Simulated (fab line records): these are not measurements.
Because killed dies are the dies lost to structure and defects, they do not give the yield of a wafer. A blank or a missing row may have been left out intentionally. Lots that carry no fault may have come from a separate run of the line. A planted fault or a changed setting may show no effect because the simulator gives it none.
Problem report in the 8D (eight disciplines) form, filled by code || flow sky130 || the parts of the form that need people (team, actions taken, sign-off) are left out

## 1. WHAT IS WRONG
A mean of 1.019 a.u. is read at SKY_POLY_GATE_ETCH_17 for oes_product_au, taken on 1 wafer of 1 lot, against 0.987 a.u. (standard deviation 0.0067) on wafers free of any fault. That is +4.8 standard deviations from the usual mean.
The step: etches poly-Si in HBr/Cl2, stops on SiO2, target depth 180 nm, time 70.5 s.
Earliest sighting: wafer L278.5 on rie_si-02 at day 23 03:04. The record holds 33 wafers of 11 lots with a number at this step. Rule for "out", or "out of limits": more than 4 standard deviations from the usual mean. The other wafers with a number count as sound.

## 2. WHAT IT IS; WHAT IT IS NOT
{"question": "which readings at this step", "is": "oes_product_au", "is not": "drypump_motor_current_A"}
{"question": "which lots", "is": "L278", "is not": "L260, L262, L263, L266, L267, L271, L272, L274, L275, L276"}
{"question": "which wafers of those lots", "is": "L278.5", "is not": "L278.4, L278.6"}
{"question": "read on which tools", "is": "rie_si-02", "is not": "rie_si-01"}
{"question": "when", "is": "from day 23 03:04", "is not": "up to then (32 sound wafers)"}

## 3. THE SUSPECTS, EACH WITH WHAT RULES IT OUT
Counting: any tool at a process step up to the reading remains a suspect provided it ran every lot that is out. Sound lots after the first of them don't rule it out here, since some wafers of a struck lot are sound.
- rie_diel-02 at SKY_FIELD_ISO_ETCH_14 (etches BARC in N2/H2, stops on SiO2, time 45.9 s, target depth 60 nm): kept. It ran the lot that is out, L278 (day 6 01:51); its last sound lot up to then is L275 (day 5 10:56).
- rie_si-02 at SKY_POLY_GATE_ETCH_17 (etches poly-Si in HBr/Cl2, stops on SiO2, target depth 180 nm, time 70.5 s): kept. It ran the lot that is out, L278 (day 23 03:04); its last sound lot up to then is L276 (day 22 17:56). Its own readings are out on those wafers: oes_product_au.
- At SKY_POLY_GATE_ETCH_17, inside rie_si-02: chamber 1 took the wafers that are out, while their sound lot-mates went through chambers 0, 3.
What counting leaves: rie_diel-02 at SKY_FIELD_ISO_ETCH_14 and rie_si-02 at SKY_POLY_GATE_ETCH_17.

## 4. THE CAUSE (what the simulator had put in)
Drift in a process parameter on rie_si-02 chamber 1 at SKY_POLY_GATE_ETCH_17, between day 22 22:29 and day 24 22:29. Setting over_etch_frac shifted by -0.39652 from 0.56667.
2 suspects survive the count, and this tool is in that group.

## 5. THE EFFECT CHAIN, in route order
Each row: a reading where the mean over the struck wafers with a number is more than 3 standard deviations away from the usual. Scope: only readings with a usual standard deviation given in the record; hours: median across lots of the time from each lot's start at the first step in this table that gives one to its start at this step; sigmas: change in usual standard deviations.
{"hours": 0, "step": "SKY_POLY_GATE_ETCH_17", "reading": "oes_product_au", "usual": "0.987 a.u.", "on struck wafers": 1.019, "change": "+0.032", "sigmas": "+4.8"}
{"hours": 0, "step": "SKY_POLY_GATE_STRIP_18", "reading": "strip_time_to_endpoint_s", "usual": "3.172 s", "on struck wafers": 3.389, "change": "+0.217", "sigmas": "+8.7"}
Its process steps:
- SKY_POLY_GATE_ETCH_17: etches poly-Si in HBr/Cl2, stops on SiO2, target depth 180 nm, time 70.5 s.
- SKY_POLY_GATE_STRIP_18: strips in O2/N2.
At these later measuring or inspecting steps, every struck wafer for which the step has a row has a number for every such reading, and none has moved that far: SKY_POLY_CUT_CD_MEAS_08.

## 6. HOW IT WOULD HAVE BEEN CAUGHT EARLIER
The fault began at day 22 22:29; the first out-of-limits reading in this record came at day 23 03:04, 5 hours later.
